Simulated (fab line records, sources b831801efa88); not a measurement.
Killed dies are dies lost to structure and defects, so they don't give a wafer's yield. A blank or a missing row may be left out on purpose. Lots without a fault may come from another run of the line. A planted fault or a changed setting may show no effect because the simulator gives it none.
fab line records | flow sky130
record lots=11 wafers=33 last_day=50
route steps=708 shown PWDE@52 VT_ADJUST_LVTN@112 VT_ADJUST_NCORE@127 SD_N@353 PAD_OPEN@708
lots that met no fault: from a run of the same line without faults
start_h: hours from the record's first day to the start of the lot's first wafer shown | wait_h: hours since the lot's step before | " the same as in the row above | L1.1+2: a row that stands for several wafers | - no value, or no start given | * or withheld: withheld | < > ~ a bound
route shown NAME@n: a module of which the file shows steps, and the number in the route of the first | usual: mean/standard deviation of fault-free wafers | same: alike in all rows | chamber/n: place in a boat | sites: the reading at each site | _std_site: their standard deviation | _edge_site: outer sites' mean less inner sites' | radius_mm: how far each site lies from the wafer's centre | mask NAME#n: copy n | behind: the tool/chamber that last shaped the wafer | hold: why the lot was held/for how many hours/how that ended | device: the transistor (n, p or np) that didn't switch | end of line: the same wafers' tests at the end of the route | a step without rows: its recipe alone | killed: dies lost to structure and defects at the first sort, not the wafer's yield | map: a wafer's dies, x killed, . not, _ none there
set.NAME: the setting as run; set.NAME@STEP: as run at that earlier step | model.NAME: the simulator's own value behind a step, which no gauge read
steps of the route over a sample of lots; a table a step, a row a wafer
services: from which hour (start_h, from the record's first day; less than 0 if before it) a tool's chamber was out of use, for how many hours, and why
## steps
# step SKY_PWDE_OVL_MEAS_07
# usual PWDE_OVL=-0.4/1.4
# columns lot.wafer tool chamber start_h wait_h PWDE_OVL[nm]
L859.1 overlay-01 - 75.66 - 2.0
L859.2 " - " " 1.2
L859.6 " - " " 1.1
L860.1 overlay-01 - 76.47 - -2.3
L860.2 " - " " -0.6
L860.6 " - " " -2.1
L864.1 overlay-01 - 97.77 - -3.3
L864.2 " - " " -0.6
L864.3 " - " " -1.9
L872.1 overlay-02 - 141.32 - -1.3
L872.5 " - " " -0.6
L872.6 " - " " -0.9
L874.2 overlay-02 - 157.16 - 1.8
L874.3 " - " " 2.9
L874.5 " - " " 0.6
L875.4 overlay-01 - 163.67 - -1.5
L875.5 " - " " -0.9
L875.6 " - " " -1.8
L876.2 overlay-01 - 165.38 - -0.1
L876.3 " - " " -0.2
L876.6 " - " " -0.9
L877.1 overlay-02 - 173.17 - 0.2
L877.2 " - " " -0.3
L877.6 " - " " 0.7
L880.1 overlay-02 - 183.21 - -1.6
L880.5 " - " " -0.1
L880.6 " - " " -0.7
L881.2 overlay-02 - 189.33 - -1.7
L881.4 " - " " 0.3
L881.6 " - " " -1.9
L882.3 overlay-02 - 215.88 - 2.0
L882.4 " - " " 1.7
L882.5 " - " " 1.3
# step SKY_VT_ADJUST_LVTN_EXPOSE_15
# recipe mask_id=HVN_STD_DERIVED na=0.6 source_shape=conventional sigma_outer=0.6 polarization=unpolarized target_cd_nm=600 dose_mj=163
# usual stage_vel_mm_s=500.02/0.25
# columns lot.wafer tool chamber start_h wait_h mask stage_vel_mm_s
L859.1 iline_stepper-02 0 158.19 - HVN_STD_DERIVED#0 500.18
L859.2 " 0 " " HVN_STD_DERIVED#0 500.04
L859.6 " 0 " " HVN_STD_DERIVED#0 499.90
L860.1 iline_stepper-01 0 159.90 - HVN_STD_DERIVED#0 499.93
L860.2 " 0 " " HVN_STD_DERIVED#0 499.90
L860.6 " 0 " " HVN_STD_DERIVED#0 500.10
L864.1 iline_stepper-01 0 183.78 - HVTPM#0 500.07
L864.2 " 0 " " HVTPM#0 499.78
L864.3 " 0 " " HVTPM#0 500.19
L872.1 iline_stepper-01 0 234.44 - HVN_STD_DERIVED#0 500.08
L872.5 " 0 " " HVN_STD_DERIVED#0 499.86
L872.6 " 0 " " HVN_STD_DERIVED#0 499.99
L874.2 iline_stepper-02 0 250.81 - HVN_STD_DERIVED#0 499.99
L874.3 " 0 " " HVN_STD_DERIVED#0 499.91
L874.5 " 0 " " HVN_STD_DERIVED#0 499.88
L875.4 iline_stepper-01 0 259.05 - HVN_STD_DERIVED#0 499.88
L875.5 " 0 " " HVN_STD_DERIVED#0 499.98
L875.6 " 0 " " HVN_STD_DERIVED#0 499.82
L876.2 iline_stepper-02 0 261.56 - HVN_STD_DERIVED#0 500.11
L876.3 " 0 " " HVN_STD_DERIVED#0 499.92
L876.6 " 0 " " HVN_STD_DERIVED#0 500.37
L877.1 iline_stepper-02 0 270.02 - HVN_STD_DERIVED#0 499.85
L877.2 " 0 " " HVN_STD_DERIVED#0 499.70
L877.6 " 0 " " HVN_STD_DERIVED#0 499.97
L880.1 iline_stepper-01 0 283.14 - HVN_STD_DERIVED#0 500.19
L880.5 " 0 " " HVN_STD_DERIVED#0 500.15
L880.6 " 0 " " HVN_STD_DERIVED#0 500.26
L881.2 iline_stepper-01 0 290.89 - HVN_STD_DERIVED#0 499.98
L881.4 " 0 " " HVN_STD_DERIVED#0 499.78
L881.6 " 0 " " HVN_STD_DERIVED#0 499.97
L882.3 iline_stepper-01 0 320.50 - HVN_STD_DERIVED#0 500.00
L882.4 " 0 " " HVN_STD_DERIVED#0 500.05
L882.5 " 0 " " HVN_STD_DERIVED#0 500.20
# step SKY_VT_ADJUST_LVTN_OVL_MEAS_18
# usual VT_ADJUST_LVTN_01_OVL=0.7/1.4
# columns lot.wafer tool chamber start_h wait_h VT_ADJUST_LVTN_01_OVL[nm]
L859.1 overlay-01 - 167.87 0.1 1.9
L859.2 " - " " 2.9
L859.6 " - " " 1.0
L860.1 overlay-01 - 170.02 0.1 -1.6
L860.2 " - " " 0.5
L860.6 " - " " -1.0
L864.1 overlay-01 - 193.87 0.1 -
L864.2 " - " " -
L864.3 " - " " -
L872.1 overlay-02 - 245.73 0.1 1.2
L872.5 " - " " 1.1
L872.6 " - " " 0.9
L874.2 overlay-01 - 261.78 0.1 2.4
L874.3 " - " " 2.2
L874.5 " - " " 1.2
L875.4 overlay-01 - 269.84 0.1 1.6
L875.5 " - " " 1.3
L875.6 " - " " 1.1
L876.2 overlay-02 - 272.32 0.1 1.4
L876.3 " - " " 2.1
L876.6 " - " " 2.8
L877.1 overlay-02 - 281.06 0.1 1.9
L877.2 " - " " 1.6
L877.6 " - " " 1.7
L880.1 overlay-01 - 295.16 0.1 -1.7
L880.5 " - " " -1.4
L880.6 " - " " 1.5
L881.2 overlay-01 - 302.77 0.1 -0.8
L881.4 " - " " -1.3
L881.6 " - " " 0.3
L882.3 overlay-02 - 332.68 0.1 0.7
L882.4 " - " " 0.4
L882.5 " - " " 1.0
# step SKY_VT_ADJUST_LVTN_TW_MEAS_21
# usual VT_ADJUST_LVTN_2_TW=187.7/1
# columns lot.wafer tool chamber start_h wait_h VT_ADJUST_LVTN_2_TW
L859.1 film_metro-03 - 168.15 0.1 186.8
L859.2 " - " " 186.4
L859.6 " - " " 186.0
L860.1 film_metro-02 - 170.30 0.1 189.3
L860.2 " - " " 189.2
L860.6 " - " " 188.6
L864.1 film_metro-03 - 194.15 0.1 29.7
L864.2 " - " " 29.8
L864.3 " - " " 29.6
L872.1 film_metro-03 - 246.01 0.1 187.5
L872.5 " - " " 186.8
L872.6 " - " " 187.3
L874.2 film_metro-03 - 262.07 0.1 186.3
L874.3 " - " " 186.5
L874.5 " - " " 186.9
L875.4 film_metro-04 - 270.14 0.1 189.1
L875.5 " - " " 189.4
L875.6 " - " " 189.1
L876.2 film_metro-04 - 272.61 0.1 189.1
L876.3 " - " " 188.0
L876.6 " - " " 188.4
L877.1 film_metro-02 - 281.35 0.1 187.6
L877.2 " - " " 188.4
L877.6 " - " " 186.8
L880.1 film_metro-03 - 295.45 0.1 186.8
L880.5 " - " " 188.1
L880.6 " - " " 186.6
L881.2 film_metro-03 - 303.06 0.1 187.2
L881.4 " - " " 186.8
L881.6 " - " " 186.2
L882.3 film_metro-03 - 332.97 0.1 186.4
L882.4 " - " " 186.5
L882.5 " - " " 186.3
# step SKY_VT_ADJUST_NCORE_OVL_MEAS_08
# usual VT_ADJUST_NCORE_OVL=-0.5/1.2
# columns lot.wafer tool chamber start_h wait_h VT_ADJUST_NCORE_OVL[nm]
L859.1 overlay-01 - 186.14 0.1 -2.5
L859.2 " - " " -1.9
L859.6 " - " " -1.3
L860.1 overlay-02 - 188.04 0.1 1.4
L860.2 " - " " 0.7
L860.6 " - " " -0.9
L864.1 overlay-02 - 215.94 0.1 -1.7
L864.2 " - " " 0.1
L864.3 " - " " -1.8
L872.1 overlay-01 - 268.48 0.1 -0.4
L872.5 " - " " -0.8
L872.6 " - " " -0.7
L874.2 overlay-01 - 284.53 0.1 -3.1
L874.3 " - " " -2.3
L874.5 " - " " -1.7
L875.4 overlay-02 - 293.41 0.1 -2.3
L875.5 " - " " -0.6
L875.6 " - " " -0.6
L876.2 overlay-01 - 296.33 0.1 0.4
L876.3 " - " " 0.9
L876.6 " - " " 0.5
L877.1 overlay-01 - 305.24 0.1 0.0
L877.2 " - " " -1.2
L877.6 " - " " -0.2
L880.1 overlay-01 - 320.88 0.1 0.6
L880.5 " - " " -0.4
L880.6 " - " " -0.4
L881.2 overlay-01 - 328.95 0.1 -0.4
L881.4 " - " " 0.7
L881.6 " - " " -0.4
L882.3 overlay-02 - 359.89 0.1 -2.4
L882.4 " - " " 0.2
L882.5 " - " " 0.1
# step SKY_SD_N_STRIP_11
# recipe chemistry=O2/N2 power_w=1400 pressure_mtorr=1500 platen_temp_c=withheld o2_flow_sccm=3000 n2_flow_sccm=300 overash_fraction=0.5
# usual chamber_pressure_mTorr=1499.9/1.4 drypump_motor_current_A=5.3/0.43 oes_product_au=0.527/0.0049 strip_time_to_endpoint_s=22.53/0.037
# columns lot.wafer tool chamber start_h wait_h chamber_pressure_mTorr drypump_motor_current_A oes_product_au rf_hours_counter_h strip_time_to_endpoint_s
L859.1 plasma_asher-04 1 651.66 0.1 1501.1 5.7 0.526 96 22.49
L859.2 " 0 " " 1498.7 5.6 0.529 96 22.47
L859.6 " 1 " " 1502.6 5.7 0.530 - 22.44
L860.1 plasma_asher-03 1 655.13 0.1 1499.9 5.0 0.519 51 22.49
L860.2 " 0 " " 1499.3 4.8 0.523 51 22.56
L860.6 " 0 " " 1498.5 4.8 0.533 - 22.51
L864.1 plasma_asher-04 0 678.07 0.1 1500.6 5.6 0.526 99 22.57
L864.2 " 1 " " 1500.7 5.7 0.534 99 22.56
L864.3 " 0 " " 1499.6 5.6 0.528 - 22.59
L872.1 plasma_asher-02 1 744.78 0.1 1499.2 5.5 0.531 31 22.55
L872.5 " 0 " " 1501.5 6.1 0.530 - 22.53
L872.6 " 1 " " 1500.5 5.5 0.522 - 22.54
L874.2 plasma_asher-04 1 763.73 0.1 1503.6 5.7 0.515 2 22.56
L874.3 " 1 " " 1499.5 5.7 0.523 - 22.54
L874.5 " 1 " " 1501.1 5.7 0.529 - 22.58
L875.4 plasma_asher-03 1 771.91 0.1 1498.3 5.0 0.533 - 22.49
L875.5 " 1 " " 1502.1 5.0 0.523 - 22.50
L875.6 " 0 " " 1498.8 4.9 0.521 - 22.45
L876.2 plasma_asher-02 1 782.83 0.1 1500.6 5.5 0.523 34 22.54
L876.3 " 1 " " 1501.1 5.5 0.527 - 22.58
L876.6 " 1 " " 1498.1 5.5 0.526 - 22.53
L877.1 plasma_asher-02 1 784.41 0.1 1497.3 5.5 0.530 34 22.56
L877.2 " 0 " " 1496.8 6.1 0.523 34 22.60
L877.6 " 0 " " 1500.9 6.1 0.525 - 22.54
L880.1 plasma_asher-03 0 807.68 0.1 1498.4 4.8 0.526 66 22.45
L880.5 " 0 " " 1500.5 4.8 0.516 - 22.46
L880.6 " 1 " " 1499.7 5.0 0.533 - 22.52
L881.2 plasma_asher-03 1 814.56 0.1 1500.6 5.0 0.521 67 22.52
L881.4 " 0 " " 1499.7 4.8 0.525 - 22.57
L881.6 " 1 " " 1499.4 5.0 0.526 - 22.55
L882.3 plasma_asher-03 1 831.59 0.1 1498.6 5.0 0.526 - 22.52
L882.4 " 0 " " 1500.2 4.8 0.519 - 22.54
L882.5 " 1 " " 1499.3 5.0 0.526 - 22.47
# step SKY_PAD_OPEN_PROBE_99
# usual killed_at_M0_to_M3=43/7.1 killed_at_M4_up=3.0/1.9 killed_at_contacts=24/5 killed_at_front_end=15/4.3 killed_at_other=0.3/0.5 killed_dies=85/9.6 killed_on_rim=17/4.3 killed_open=46/7.1 killed_short=39/6.8
# same gross_dies=492 killed_at_back_side=0
# columns lot.wafer tool chamber start_h wait_h killed_at_M0_to_M3 killed_at_M4_up killed_at_contacts killed_at_front_end killed_at_other killed_dies killed_on_rim killed_open killed_short
L864.1 prober-01 - 1096.28 0.1 30 1 21 440 0 492 96 37 33
L864.2 prober-01 - 1096.33 0.1 36 7 23 426 0 492 96 30 52
L864.3 prober-01 - 1096.38 0.2 50 6 23 413 0 492 96 43 56
# killed by level:class
L864.1 VT_ADJUST_LVTN:area_expose=422 VIA1:geometric_particle:open=9 LI_CONTACT:geometric_particle:open=6 LOCAL_INTERCONNECT:geometric_particle:short=6 VIA3:geometric_particle:short=6 FIELD_ISO:geometric_particle:open=4 POLY_GATE:geometric_particle:short=4 CONTACT:geometric_particle:open=4
L864.2 VT_ADJUST_LVTN:area_expose=410 VIA1:geometric_particle:short=8 LOCAL_INTERCONNECT:geometric_particle:short=7 CONTACT:geometric_particle:short=7 FIELD_ISO:geometric_particle:open=6 LI_CONTACT:geometric_particle:open=6 VIA1:geometric_particle:open=6 METAL4:geometric_particle:short=6
L864.3 VT_ADJUST_LVTN:area_expose=393 METAL2:geometric_particle:short=9 VIA2:geometric_particle:open=9 FIELD_ISO:geometric_particle:open=7 LI_CONTACT:geometric_particle:short=7 METAL1:geometric_particle:short=6 FIELD_ISO:geometric_particle:short=5 LI_CONTACT:geometric_particle:open=5
## services
# columns tool chamber start_h hours kind
plasma_asher-03 - 151.18 2.8 pm
plasma_asher-02 - 151.88 0.8 repair
plasma_asher-02 - 167.08 0.9 repair
plasma_asher-03 - 171.04 0.9 repair
iline_stepper-02 - 220.34 1.7 pm
iline_stepper-02 - 240.53 8.9 pm
plasma_asher-04 - 258.29 1.2 repair
plasma_asher-03 - 273.48 0.4 repair
iline_stepper-01 - 276.49 2.1 pm
iline_stepper-01 - 307.06 11.4 repair
iline_stepper-01 - 331.09 1.7 pm
iline_stepper-01 - 355.30 11.9 repair
plasma_asher-03 - 367.90 11.1 repair
plasma_asher-03 - 408.41 2.9 repair
iline_stepper-02 - 438.52 1.7 pm
iline_stepper-01 - 459.77 5.1 repair
iline_stepper-01 - 549.27 1.7 pm
plasma_asher-03 - 573.74 7.6 repair
iline_stepper-02 - 656.70 1.7 pm
iline_stepper-02 - 713.57 27.7 repair
iline_stepper-01 - 738.09 4.4 pm
iline_stepper-01 - 767.45 1.7 pm
iline_stepper-01 - 774.36 8.9 pm
iline_stepper-02 - 784.00 4.4 pm
## key
first_sign step=SKY_VT_ADJUST_LVTN_EXPOSE_15 reading=mask direction=changed
effect step=SKY_VT_ADJUST_LVTN_OVL_MEAS_18 reading=VT_ADJUST_LVTN_01_OVL direction=missing
effect step=SKY_VT_ADJUST_LVTN_TW_MEAS_21 reading=VT_ADJUST_LVTN_2_TW direction=down sigmas=99+ usual=187.7 struck=29.7
effect step=SKY_PAD_OPEN_PROBE_99 reading=killed_at_front_end direction=up sigmas=96 usual=15 struck=426
more_kills_born_at SKY_VT_ADJUST_LVTN_EXPOSE_15@iline_stepper-01=1225
met_at SKY_VT_ADJUST_LVTN_EXPOSE_15
struck_lots L864
tester_left_out L864
not_acting_at SKY_PWDE_OVL_MEAS_07,SKY_VT_ADJUST_NCORE_OVL_MEAS_08,SKY_SD_N_STRIP_11
onset_between 159.90 183.78
fault kind=wrong_mask tool=any chamber=- onset_h=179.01 steps=SKY_VT_ADJUST_LVTN_EXPOSE_15 aux_copy=HVTPM#0 scope=struck_lots_only
# tester_left_out: of these lots the tester's yield and bins aren't shown, on N5 and GAA mostly nor the transistor test; their killed dies are dies lost to structure and defects alone, not to doping, threshold or leakage, so they don't give the yield
